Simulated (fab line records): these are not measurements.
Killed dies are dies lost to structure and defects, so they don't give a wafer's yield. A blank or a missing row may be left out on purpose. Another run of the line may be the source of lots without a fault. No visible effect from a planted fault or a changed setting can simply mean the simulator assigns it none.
Comparing a struck lot with a sound one + flow sky130 + 15 steps out of a route of 708
Sound: wafers L937.2, L937.5, L937.6. Struck: wafers L939.4, L939.5, L939.6. The cause is given at the end.
Order at every step that has rows: each side's tool, ch and its chambers, its first start. Under that, the readings that differ: sound wafers + struck wafers + difference of the means + sigmas: that difference in standard deviations of wafers without a fault.
alike: a reading whose means differ by less than 2 such deviations, as well as words and numbers matching on both sides. not compared: withheld readings; readings where some wafer has no value; bounds like >300 that might hide an equal value; numbers whose values overlap and for which the record gives no deviation.
The two part at a step that has a row with sigmas, a row that says differs or no value, or rows on one side only. When numbers do not overlap yet have no deviation, they are printed without sigmas and do not part them. A reading missing from all wafers of one side parts the sides only when that side holds two or more wafers.

SKY_RES_XHIGH_TW_MEAS_09:
  sound on film_metro-01, day 28 15:55; struck on film_metro-02, day 29 08:08
  alike: RES_XHIGH_TW
then, 7 steps without rows for these wafers: SKY_SD_N_DEHYDRATE_00 (time 60 s); SKY_SD_N_HMDS_01 (prime time 60 s); SKY_SD_N_COAT_02 (resist thk 1140 nm); SKY_SD_N_SOFTBAKE_03 (time 60 s); SKY_SD_N_EXPOSE_04 (exposes mask NSDM, target cd 380 nm); SKY_SD_N_PEB_05; SKY_SD_N_DEVELOP_06 (develop time 60 s).
SKY_SD_N_CD_MEAS_07: target cd 380 nm.
  sound on cd_sem-01, day 29 20:43; struck on cd_sem-02, day 30 12:30
  alike: cd_nm
SKY_SD_N_OVL_MEAS_08:
  sound on overlay-01, day 29 20:49; struck on overlay-02, day 30 12:35
  alike: SD_N_OVL
then, 2 steps without rows for these wafers: SKY_SD_N_IMPLANT_09; SKY_SD_N_IMPLANT_10.
SKY_SD_N_STRIP_11: strips in O2/N2.
  sound on plasma_asher-02 ch 0,1, day 29 21:08; struck on plasma_asher-02 ch 0,1, day 30 12:56
  no value came back on the struck wafers for any of 6 readings (chamber_pressure_mTorr (mTorr), drypump_motor_current_A (A) and others); on the sound wafers chamber_pressure_mTorr (mTorr) reads 1499.4 1501.4 1499.4
| reading                                   | sound | struck         | difference | sigmas |
|-------------------------------------------|-------|----------------|------------|--------|
| model.NOVOLAK_of_SD_N_COAT_02.thk_nm (nm) | 0 0 0 | 1138 1140 1137 | +1138      |        |
  not compared: rf_hours_counter_h
SKY_SD_N_TW_MEAS_12:
  sound on film_metro-02, day 29 21:15; struck on film_metro-01, day 30 13:01
  alike: SD_N_TW
-- a jump in the record: the struck wafers' starts before and after are 17 days apart (it breaks off in module SD_N and resumes in module PAD_OPEN, where the first step shown is number 708 of the route) --
SKY_PAD_OPEN_PROBE_99:
  sound on prober-02, day 47 04:55; struck on prober-02, day 47 13:37
| reading             | sound    | struck      | difference | sigmas |
|---------------------|----------|-------------|------------|--------|
| killed_at_M0_to_M3  | 46 35 36 | 48 53 60    | +15        | +2     |
| killed_at_front_end | 13 13 7  | 418 413 408 | +402       | +91    |
| killed_dies         | 87 69 70 | 492 492 492 | +417       | +46    |
| killed_on_rim       | 23 17 13 | 96 96 96    | +78        | +20    |
  alike: killed_at_M4_up, killed_at_contacts, killed_at_other, killed_open, killed_short

== WHERE THEY PART ==
Last at SKY_PAD_OPEN_PROBE_99 as far as this record goes, first at SKY_SD_N_STRIP_11.

WHY: whatever the simulator had introduced
Whole step skipped at SKY_SD_N_STRIP_11 on plasma_asher-02, starting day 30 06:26. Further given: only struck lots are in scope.
